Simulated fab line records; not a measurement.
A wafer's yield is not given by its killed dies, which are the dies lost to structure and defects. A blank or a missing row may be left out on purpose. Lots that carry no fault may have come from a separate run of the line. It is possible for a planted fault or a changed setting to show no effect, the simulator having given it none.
fab line records	flow sky130
[record] lots = 6	wafers = 18	last-day = 50
route steps=708 shown METAL1@446 VIA1@458 PAD_OPEN@708
lots with no fault: from the same line, run without faults
start-h: start of the lot's first displayed wafer, in hours after the record's first day	wait-h: hours from the lot's prior step to this one	" identical to the entry in the row above	L1.1+2: several wafers, shown together as one row	- either no value or no given start	* or withheld: withheld	< > ~ a bound
route shown NAME@n: a module of which the file shows steps, and the number in the route of the first	usual: the fault-free wafers' mean and standard deviation	same: alike in all rows	chamber/n: place in a boat	sites: each site's reading	_std_site: their standard deviation	_edge_site: inner sites' mean taken away from outer sites' mean	radius-mm: for every site, how far away it sits from the centre of the wafer	mask NAME#n: copy n	behind: the most recent tool/chamber to have shaped the wafer	hold: what put the lot on hold/how long, in hours/how the hold closed	device: the n, p or np transistor that did not switch	end of line: tests of these same wafers at the route's end	for a step that has no rows: nothing shown but its recipe	killed: the dies lost at the first sort to structure and to defects; this is not the yield of the wafer	map: per-die view of a wafer (x killed, . not killed, _ where there is no die)
set.NAME: the setting as run; set.NAME@STEP: as run at that earlier step	model.NAME: the simulator's own value behind a step, which no gauge read
lots at some steps of the route; a table a step, a row a wafer
services: from which hour (start-h, from the record's first day; less than 0 if before it) a tool's chamber was out of use, for how many hours, and why
[[steps]]
[step SKY_METAL1_EXPOSE_12]
[recipe] mask-id = MM1	na = 0.8	source-shape = annular	sigma-inner = 0.55	sigma-outer = 0.85	target-cd-nm = 140	dose-mj = 28
[step SKY_METAL1_PEB_13]
[recipe] peb-temp-c = withheld	peb-time-s = withheld	resist = KrF-thick
[step SKY_METAL1_DEVELOP_14]
[recipe] develop-time-s = 60	resist = KrF-thick	dev-temp-c = 21
[step SKY_METAL1_CD_MEAS_15]
[recipe] target-cd-nm = 140
[usual] cd-nm = 139.9/1.3
lot.wafer	tool	chamber	start-h	wait-h	cd-nm
L502.2	cd-sem-02	-	815.34	-	140.5
L502.3	"	-	"	"	140.9
L502.5	"	-	"	"	139.3
L501.2	cd-sem-02	-	816.45	-	139.1
L501.3	"	-	"	"	139.6
L501.5	"	-	"	"	139.9
L507.1	cd-sem-01	-	844.17	-	141.6
L507.2	"	-	"	"	139.1
L507.3	"	-	"	"	140.9
L510.1	cd-sem-01	-	857.16	-	141.0
L510.5	"	-	"	"	140.5
L510.6	"	-	"	"	140.8
L516.2	cd-sem-02	-	901.05	-	137.2
L516.4	"	-	"	"	139.4
L516.6	"	-	"	"	137.6
L519.2	cd-sem-01	-	920.48	-	140.0
L519.5	"	-	"	"	138.2
L519.6	"	-	"	"	138.1
[step SKY_METAL1_OVL_MEAS_16]
[usual] METAL1_OVL = 7/5.2
lot.wafer	tool	chamber	start-h	wait-h	METAL1_OVL[nm]
L502.2	overlay-02	-	815.44	0.1	5
L502.3	"	-	"	"	8
L502.5	"	-	"	"	5
L501.2	overlay-01	-	816.56	0.1	4
L501.3	"	-	"	"	-1
L501.5	"	-	"	"	0
L507.1	overlay-02	-	844.29	0.1	4
L507.2	"	-	"	"	2
L507.3	"	-	"	"	5
L510.1	overlay-01	-	857.28	0.1	13
L510.5	"	-	"	"	11
L510.6	"	-	"	"	9
L516.2	overlay-02	-	901.16	0.1	8
L516.4	"	-	"	"	5
L516.6	"	-	"	"	11
L519.2	overlay-02	-	920.59	0.1	6
L519.5	"	-	"	"	8
L519.6	"	-	"	"	11
[step SKY_METAL1_DESCUM_17]
[recipe] chemistry = O2	source-power-w = 150	bias-power-w = 0	pressure-mtorr = 10	temp-c = 40	time-s = 8
[usual] drypump-motor-current-A = 5.6/0.46	oes-product-au = 1.003/0.014
lot.wafer	tool	chamber	start-h	wait-h	drypump-motor-current-A	oes-product-au	rf-hours-counter-h
L502.2	rie-metal-04	0	815.47	0.0	5.0	1.001	13
L502.3	"	1	"	"	6.1	0.988	-
L502.5	"	1	"	"	6.1	0.995	-
L501.2	rie-metal-03	0	816.60	0.0	5.2	1.018	-
L501.3	"	0	"	"	5.3	1.002	-
L501.5	"	0	"	"	5.3	1.010	-
L507.1	rie-metal-04	1	844.32	0.0	6.1	0.998	15
L507.2	"	1	"	"	6.1	0.991	-
L507.3	"	1	"	"	6.1	0.993	-
L510.1	rie-metal-03	0	857.32	0.0	5.3	1.018	18
L510.5	"	1	"	"	5.6	1.027	-
L510.6	"	0	"	"	5.3	1.005	-
L516.2	rie-metal-02	0	901.20	0.0	5.9	0.991	-
L516.4	"	0	"	"	5.9	0.992	-
L516.6	"	0	"	"	5.9	0.995	-
L519.2	rie-metal-02	0	920.63	0.0	5.9	0.987	-
L519.5	"	0	"	"	5.9	0.984	-
L519.6	"	0	"	"	5.9	0.986	-
[step SKY_METAL1_ETCH_18]
[recipe] chemistry = N2/H2	target = BARC	ion-energy-ev = 200	bias-w = 100	pressure-mtorr = 30	n2-flow-sccm = 100	h2-flow-sccm = 200	icp-w = 500	stop-on = SiO2	time-s = 45.9	target-depth-a = 600
[usual] drypump-motor-current-A = 5.6/0.46	oes-product-au = 0.855/0.0051	throttle-valve-pct = 13.225/0.0093
lot.wafer	tool	chamber	start-h	wait-h	drypump-motor-current-A	oes-product-au	rf-hours-counter-h	throttle-valve-pct
L502.2	rie-metal-04	0	815.51	0.0	5.0	0.849	13	13.218
L502.3	"	1	"	"	6.2	0.862	-	13.228
L502.5	"	1	"	"	6.2	0.855	-	13.237
L501.2	rie-metal-03	0	816.67	0.1	5.3	0.859	-	13.236
L501.3	"	0	"	"	5.3	0.858	-	13.234
L501.5	"	0	"	"	5.3	0.864	-	13.229
L507.1	rie-metal-04	1	844.39	0.1	6.1	0.859	15	13.220
L507.2	"	1	"	"	6.2	0.853	-	13.209
L507.3	"	1	"	"	6.2	0.852	-	13.223
L510.1	rie-metal-03	0	857.35	0.0	5.3	0.859	18	13.221
L510.5	"	1	"	"	5.6	0.843	-	13.215
L510.6	"	0	"	"	5.3	0.853	-	13.234
L516.2	rie-metal-02	0	901.27	0.1	5.9	0.860	-	13.234
L516.4	"	0	"	"	5.9	0.852	-	13.219
L516.6	"	0	"	"	5.9	0.856	-	13.217
L519.2	rie-metal-02	0	920.70	0.1	5.9	0.858	-	13.226
L519.5	"	0	"	"	5.9	0.846	-	13.218
L519.6	"	0	"	"	5.9	0.853	-	13.225
[step SKY_METAL1_METAL_ETCH_19]
[recipe] target-depth-a = 3600	stop-on = SiO2	over-etch-frac = 0.3	time-s = 78	chemistry = Cl2/BCl3	resist-sidewall-deg = 88	pressure-mtorr = 10	icp-w = 900	bias-w = 48.5	Cl2_flow_sccm = 60	bcl3-flow-sccm = 30
[usual] bcl3-flow-sccm = 29.98/0.1	drypump-motor-current-A = 5.6/0.46	oes-product-au = 0.855/0.0059	throttle-valve-pct = 22.265/0.0089
lot.wafer	tool	chamber	start-h	wait-h	bcl3-flow-sccm	drypump-motor-current-A	oes-product-au	rf-hours-counter-h	throttle-valve-pct
L502.2	rie-metal-04	0	815.57	0.0	29.83	5.0	0.862	13	22.252
L502.3	"	1	"	"	30.02	6.1	0.849	-	22.270
L502.5	"	1	"	"	29.93	6.1	0.864	-	22.276
L501.2	rie-metal-03	0	816.81	0.1	30.07	5.3	0.852	-	22.259
L501.3	"	0	"	"	30.03	5.3	0.853	-	22.282
L501.5	"	0	"	"	29.88	5.3	0.857	-	22.257
L507.1	rie-metal-04	1	844.51	0.1	29.89	6.1	0.857	15	22.255
L507.2	"	1	"	"	29.87	6.1	0.866	-	22.261
L507.3	"	1	"	"	29.94	6.1	0.858	-	22.257
L510.1	rie-metal-03	0	857.41	0.0	30.00	5.3	0.855	18	22.262
L510.5	"	1	"	"	29.96	5.6	0.857	-	22.271
L510.6	"	0	"	"	30.13	5.3	0.854	-	22.262
L516.2	rie-metal-02	0	901.41	0.1	29.79	5.9	0.849	-	22.269
L516.4	"	0	"	"	29.85	5.9	0.860	-	22.272
L516.6	"	0	"	"	29.82	5.9	0.847	-	22.257
L519.2	rie-metal-02	0	920.84	0.1	29.94	5.9	0.852	-	22.283
L519.5	"	0	"	"	30.07	5.9	0.846	-	22.280
L519.6	"	0	"	"	30.06	5.9	0.859	-	22.268
[step SKY_METAL1_STRIP_20]
[recipe] chemistry = O2/N2	power-w = 1400	pressure-mtorr = 1500	platen-temp-c = withheld	o2-flow-sccm = 3000	n2-flow-sccm = 300	overash-fraction = 0.5
[usual] drypump-motor-current-A = 5.68/0.3	oes-product-au = 0.342/0.0054	strip-time-to-endpoint-s = 2.68/0.068
[same] overash-fraction = 0.5
lot.wafer	tool	chamber	start-h	wait-h	drypump-motor-current-A	oes-product-au	rf-hours-counter-h	strip-time-to-endpoint-s
L502.2	plasma-asher-02	0	815.66	0.1	5.41	0.351	37	2.74
L502.3	"	1	"	"	6.03	0.338	-	2.77
L502.5	"	0	"	"	5.42	0.349	-	2.77
L501.2	plasma-asher-03	0	816.96	0.1	5.13	0.337	106	2.65
L501.3	"	1	"	"	5.84	0.340	-	2.69
L501.5	"	0	"	"	5.15	0.343	-	2.69
L507.1	plasma-asher-02	0	844.69	0.1	5.43	0.343	40	2.76
L507.2	"	1	"	"	6.02	0.347	40	2.76
L507.3	"	0	"	"	5.42	0.355	-	2.76
L510.1	plasma-asher-04	0	857.50	0.1	5.42	0.342	10	2.62
L510.5	"	1	"	"	5.91	0.338	-	2.56
L510.6	"	0	"	"	5.41	0.341	-	2.63
L516.2	plasma-asher-04	0	901.56	0.1	5.39	0.343	15	2.74
L516.4	"	0	"	"	5.40	0.345	-	2.74
L516.6	"	1	"	"	5.91	0.345	-	2.69
L519.2	plasma-asher-02	0	920.99	0.1	5.42	0.342	48	2.76
L519.5	"	1	"	"	6.04	0.347	-	2.76
L519.6	"	0	"	"	5.42	0.347	-	2.77
[step SKY_METAL1_STRIP_21]
[recipe] chemistry = post-etch-residue-remover	time-s = 1200	temp-c = 72.5
[step SKY_METAL1_CLEAN_22]
[recipe] chemistry = IPA	time-s = 180	temp-c = 25
[step SKY_METAL1_CLEAN_23]
[recipe] chemistry = O3/DIW	dry = n2-spin
[step SKY_VIA1_HDPCVD_00]
[recipe] material = SiO2	target-thk-nm = 1030	sigma-open-frac = 0.3	time-s = 171.7	temp-c = 400	sih4-flow-sccm = 60	pressure-mtorr = 6
[usual] pressure-mtorr = 6.000/0.012	sih4-flow-sccm = 60.00/0.19
lot.wafer	tool	chamber	start-h	wait-h	pressure-mtorr	sih4-flow-sccm	model.SiO2_of_VIA1_HDPCVD_00.thk-nm
L502.2	hdpcvd-01	0	816.25	0.0	5.996	59.90	1023
L502.3	"	2	"	"	6.000	60.06	1018
L502.5	"	0	"	"	6.013	60.15	1021
L501.2	hdpcvd-02	2	817.55	0.0	6.010	59.80	1024
L501.3	"	0	"	"	5.975	60.03	1030
L501.5	"	2	"	"	6.023	59.72	1034
L507.1	hdpcvd-02	0	845.29	0.0	6.026	59.91	1020
L507.2	"	1	"	"	6.016	60.49	1022
L507.3	"	2	"	"	5.980	51.41	872.9
L510.1	hdpcvd-02	2	858.18	0.0	5.999	51.38	876.4
L510.5	"	0	"	"	6.010	60.24	1022
L510.6	"	1	"	"	6.002	60.05	983.9
L516.2	hdpcvd-01	2	902.15	0.0	6.009	59.86	1043
L516.4	"	1	"	"	6.019	59.48	1034
L516.6	"	0	"	"	6.002	60.12	1037
L519.2	hdpcvd-02	2	921.61	0.0	5.993	59.79	1034
L519.5	"	1	"	"	5.997	59.74	1021
L519.6	"	0	"	"	5.993	59.71	1030
[step SKY_VIA1_THK_MEAS_01]
[recipe] reads = SiO2_of_VIA1_HDPCVD_00
[usual] VIA1_HDPCVD_THK = 1030/12
lot.wafer	tool	chamber	start-h	wait-h	VIA1_HDPCVD_THK[nm]
L502.2	film-metro-03	-	816.37	0.1	1023
L502.3	"	-	"	"	1018
L502.5	"	-	"	"	1021
L501.2	film-metro-03	-	817.67	0.1	1024
L501.3	"	-	"	"	1029
L501.5	"	-	"	"	1034
L507.1	film-metro-03	-	845.40	0.1	1020
L507.2	"	-	"	"	1022
L507.3	"	-	"	"	873
L510.1	film-metro-02	-	858.29	0.1	877
L510.5	"	-	"	"	1022
L510.6	"	-	"	"	984
L516.2	film-metro-02	-	902.27	0.1	1043
L516.4	"	-	"	"	1035
L516.6	"	-	"	"	1037
L519.2	film-metro-03	-	921.73	0.1	1034
L519.5	"	-	"	"	1021
L519.6	"	-	"	"	1030
[step SKY_VIA1_CMP_02]
[recipe] material = SiO2	down-force-psi = 4	platen-rpm = 60	pad-velocity-m-s = 0.94248
[usual] head-pressure-psi = 3.999/0.011	motor-current-A = 12.2/1.2
lot.wafer	tool	chamber	start-h	wait-h	head-pressure-psi	motor-current-A
L502.2	cmp-02	2	816.42	0.0	3.983	13.6
L502.3	"	3	"	"	3.996	14.2
L502.5	"	3	"	"	3.996	13.2
L501.3	cmp-01	1	817.72	0.0	4.005	11.2
L501.2	"	0	"	"	4.018	10.6
L501.5	"	1	"	"	4.001	11.5
L507.1	cmp-02	0	845.46	0.1	3.990	11.3
L507.2	"	1	"	"	4.018	12.0
L507.3	"	3	"	"	4.003	13.8
L510.1	cmp-02	3	858.35	0.1	4.000	13.7
L510.5	"	3	"	"	3.991	13.4
L510.6	"	0	"	"	3.979	11.7
L516.2	cmp-01	2	902.44	0.2	3.998	11.4
L516.4	"	0	"	"	4.011	10.0
L516.6	"	2	"	"	3.997	11.1
L519.2	cmp-01	3	921.88	0.1	4.002	11.8
L519.6	"	1	"	"	4.011	11.6
L519.5	"	2	"	"	4.001	11.6
[step SKY_PAD_OPEN_PROBE_99]
[usual] defect-limited-yield = 82.5/1.7	killed_at_M0_to_M3 = 43/6.1	killed_at_M4_up = 3.5/2	killed-at-contacts = 25/5.1	killed-at-front-end = 14/4.2	killed-at-other = 0.3/0.55	killed-dies = 86/8.3	killed-on-rim = 17/3.7	killed-open = 46/7.2	killed-short = 39/6	sort_bin_3_pad_short = 0.9/0.42	sort_bin_5_function = 10.3/1.4	sort_bin_6_memory = 6.3/1.1	sort-n-pass = 406/8.3	sort-yield-pct = 82.5/1.7
[same] gross-dies = 492	killed-at-back-side = 0	sort_bin_4_leakage[%] = 0	sort_bin_8_speed[%] = 0
lot.wafer	tool	chamber	start-h	wait-h	defect-limited-yield[%]	killed_at_M0_to_M3	killed_at_M4_up	killed-at-contacts	killed-at-front-end	killed-at-other	killed-dies	killed-on-rim	killed-open	killed-short	sort_bin_3_pad_short[%]	sort_bin_5_function[%]	sort_bin_6_memory[%]	sort-n-pass	sort-yield-pct[%]
L501.2	prober-02	-	1112.98	0.1	82.3	45	6	23	13	0	87	18	40	47	1.2	10.8	5.7	405	82.3
L501.3	prober-02	-	1113.03	0.2	85.2	39	5	17	12	0	73	10	38	35	1.0	7.3	6.5	419	85.2
L501.5	prober-02	-	1113.13	0.2	83.5	45	2	26	8	0	81	22	39	42	0.6	9.3	6.5	411	83.5
L502.2	prober-01	-	1115.38	0.1	83.1	45	7	15	14	2	83	15	43	38	1.0	8.9	6.9	409	83.1
L502.3	prober-01	-	1115.43	0.2	82.9	38	4	24	17	1	84	18	43	39	1.8	9.8	5.5	408	82.9
L502.5	prober-01	-	1115.53	0.2	81.9	42	5	25	17	0	89	24	47	41	1.2	8.9	7.9	403	81.9
L507.1	prober-01	-	1135.88	0.1	83.7	31	8	25	16	0	80	16	43	35	1.4	8.7	6.1	412	83.7
L507.2	prober-01	-	1135.93	0.1	83.5	52	1	21	7	0	81	10	43	38	1.2	9.3	5.9	411	83.5
L507.3	prober-01	-	1135.98	0.2	84.8	35	10	20	10	0	75	15	34	40	1.0	9.1	5.1	417	84.8
L510.1	prober-01	-	1147.35	0.1	83.7	29	1	31	19	0	80	16	40	40	1.2	8.9	6.1	412	83.7
L510.5	prober-01	-	1147.55	0.2	78.5	51	3	27	25	0	106	22	64	42	0.6	11.0	10.0	386	78.5
L510.6	prober-01	-	1147.60	0.2	82.1	41	4	28	15	0	88	13	39	48	1.0	10.6	6.3	404	82.1
L516.2	prober-02	-	1178.22	0.1	83.5	39	2	22	18	0	81	22	44	34	1.2	10.8	4.5	411	83.5
L516.4	prober-02	-	1178.32	0.2	85.4	36	2	21	13	0	72	16	38	34	1.2	7.1	6.3	420	85.4
L516.6	prober-02	-	1178.42	0.2	83.9	40	4	21	14	0	79	16	43	36	0.4	10.6	5.1	413	83.9
// killed by level:class
L501.2 VIA1:geometric-particle:open=11 CONTACT:geometric-particle:open=10 VIA2:geometric-particle:short=6 METAL2:geometric-particle:short=6 CONTACT:geometric-particle:short=5 VIA1:geometric-particle:short=5 METAL4:geometric-particle:short=5 VIA2:geometric-particle:open=5
L501.3 VIA1:geometric-particle:open=10 VIA3:geometric-particle:open=9 VIA1:geometric-particle:short=7 POLY_GATE:geometric-particle:short=5 LI_CONTACT:geometric-particle:open=5 CONTACT:geometric-particle:short=4 METAL4:geometric-particle:short=4 VIA2:geometric-particle:short=3
L501.5 VIA1:geometric-particle:open=9 METAL1:geometric-particle:short=8 VIA3:geometric-particle:open=7 CONTACT:geometric-particle:open=7 CONTACT:geometric-particle:short=6 LI_CONTACT:geometric-particle:open=5 VIA3:geometric-particle:short=5 FIELD_ISO:geometric-particle:open=4
L502.2 VIA1:geometric-particle:open=14 METAL2:geometric-particle:short=10 LI_CONTACT:geometric-particle:open=5 VIA2:geometric-particle:open=5 FIELD_ISO:geometric-particle:short=4 FIELD_ISO:geometric-particle:open=4 METAL4:geometric-particle:short=4 CONTACT:geometric-particle:short=4
L502.3 VIA3:geometric-particle:open=9 LI_CONTACT:geometric-particle:open=8 VIA1:geometric-particle:open=7 CONTACT:geometric-particle:open=7 CONTACT:geometric-particle:short=5 VIA3:geometric-particle:short=5 METAL2:geometric-particle:short=5 METAL4:geometric-particle:short=4
L502.5 VIA1:geometric-particle:open=13 METAL1:geometric-particle:short=8 POLY_GATE:geometric-particle:open=7 METAL2:geometric-particle:short=7 LI_CONTACT:geometric-particle:open=6 CONTACT:geometric-particle:open=6 CONTACT:geometric-particle:short=5 METAL4:geometric-particle:short=5
L507.1 VIA1:geometric-particle:open=9 CONTACT:geometric-particle:open=7 LI_CONTACT:geometric-particle:open=6 POLY_GATE:geometric-particle:open=5 CONTACT:geometric-particle:short=5 METAL4:geometric-particle:short=5 LOCAL_INTERCONNECT:geometric-particle:short=4 METAL1:geometric-particle:short=4
L507.2 CONTACT:geometric-particle:open=9 VIA1:geometric-particle:open=9 VIA3:geometric-particle:open=8 METAL2:geometric-particle:short=7 METAL1:geometric-particle:short=6 VIA1:geometric-particle:short=6 LI_CONTACT:geometric-particle:open=5 VIA3:geometric-particle:short=4
L507.3 LI_CONTACT:geometric-particle:open=11 METAL4:geometric-particle:short=8 VIA1:geometric-particle:short=7 METAL2:geometric-particle:short=6 FIELD_ISO:geometric-particle:open=5 METAL1:geometric-particle:short=4 VIA1:geometric-particle:open=4 FIELD_ISO:geometric-particle:short=3
L510.1 CONTACT:geometric-particle:open=10 LI_CONTACT:geometric-particle:open=9 FIELD_ISO:geometric-particle:open=7 CONTACT:geometric-particle:short=7 METAL3:geometric-particle:short=7 POLY_GATE:geometric-particle:short=5 VIA1:geometric-particle:open=5 FIELD_ISO:geometric-particle:short=4
L510.5 VIA1:geometric-particle:open=14 LI_CONTACT:geometric-particle:open=10 VIA3:geometric-particle:open=10 FIELD_ISO:geometric-particle:short=7 CONTACT:geometric-particle:open=6 FIELD_ISO:geometric-particle:open=5 VIA2:geometric-particle:open=5 METAL1:geometric-particle:short=5
L510.6 CONTACT:geometric-particle:open=9 CONTACT:geometric-particle:short=7 METAL2:geometric-particle:short=7 METAL1:geometric-particle:short=7 VIA1:geometric-particle:open=6 LI_CONTACT:geometric-particle:open=6 LOCAL_INTERCONNECT:geometric-particle:short=5 VIA2:geometric-particle:open=5
L516.2 VIA1:geometric-particle:open=10 CONTACT:geometric-particle:short=8 CONTACT:geometric-particle:open=8 FIELD_ISO:geometric-particle:open=5 VIA3:geometric-particle:open=5 VIA1:geometric-particle:short=5 METAL1:geometric-particle:short=4 METAL2:geometric-particle:open=4
L516.4 VIA1:geometric-particle:open=9 LI_CONTACT:geometric-particle:open=7 CONTACT:geometric-particle:open=6 METAL1:geometric-particle:short=6 FIELD_ISO:geometric-particle:open=5 METAL2:geometric-particle:short=5 VIA1:geometric-particle:short=4 VIA3:geometric-particle:short=4
L516.6 VIA1:geometric-particle:open=10 METAL1:geometric-particle:short=8 LI_CONTACT:geometric-particle:open=7 CONTACT:geometric-particle:open=7 METAL2:geometric-particle:short=6 VIA3:geometric-particle:open=5 VIA2:geometric-particle:open=4 METAL4:geometric-particle:short=4
[[services]]
tool	chamber	start-h	hours	kind
hdpcvd-01	-	792.09	6.0	pm
plasma-asher-04	-	795.17	9.1	repair
cmp-02	-	797.44	2.2	repair
cmp-02	-	800.26	9.4	pm
rie-metal-03	1	805.03	-	clean
rie-metal-03	1	805.03	15.7	scheduled-down
rie-metal-03	1	805.03	15.7	vent-cycle
rie-metal-04	-	806.64	0.5	repair
rie-metal-02	-	809.07	38.9	repair
hdpcvd-01	-	821.13	0.5	repair
rie-metal-04	0	833.56	19.6	repair
cmp-01	-	837.65	4.2	repair
rie-metal-02	0	838.57	2.9	repair
plasma-asher-02	-	850.81	1.6	repair
cmp-02	-	860.20	5.3	repair
rie-metal-04	1	860.52	4.6	repair
hdpcvd-02	-	872.97	1.1	repair
plasma-asher-03	-	877.54	2.7	repair
rie-metal-03	0	884.73	-	clean
rie-metal-03	0	884.73	20.4	scheduled-down
rie-metal-03	0	884.73	20.4	vent-cycle
rie-metal-04	1	897.34	-	clean
cmp-02	-	912.21	4.0	pm
cmp-02	-	917.57	1.1	repair
[[key]]
[first-sign] step = SKY_VIA1_HDPCVD_00	reading = sih4-flow-sccm	direction = down	sigmas = 44	usual = 60.00	struck = 51.40
[effect] step = SKY_VIA1_THK_MEAS_01	reading = VIA1_HDPCVD_THK	direction = down	sigmas = 12	usual = 1030	struck = 875
[model-effect] step = SKY_VIA1_HDPCVD_00	value = SiO2_of_VIA1_HDPCVD_00.thk-nm	without = 1029	struck = 874.7
met-at SKY_VIA1_HDPCVD_00
struck-wafers L507.3,L510.1
onset-between 817.55 845.29
[fault] kind = process-parameter-drift	tool = hdpcvd-02	chamber = 2	onset-h = 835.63	steps = SKY_VIA1_HDPCVD_00	channel = sih4-flow-sccm	offset = -9	shape = step	end-h = 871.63	acts-in = these-recipes-only	stated = 60
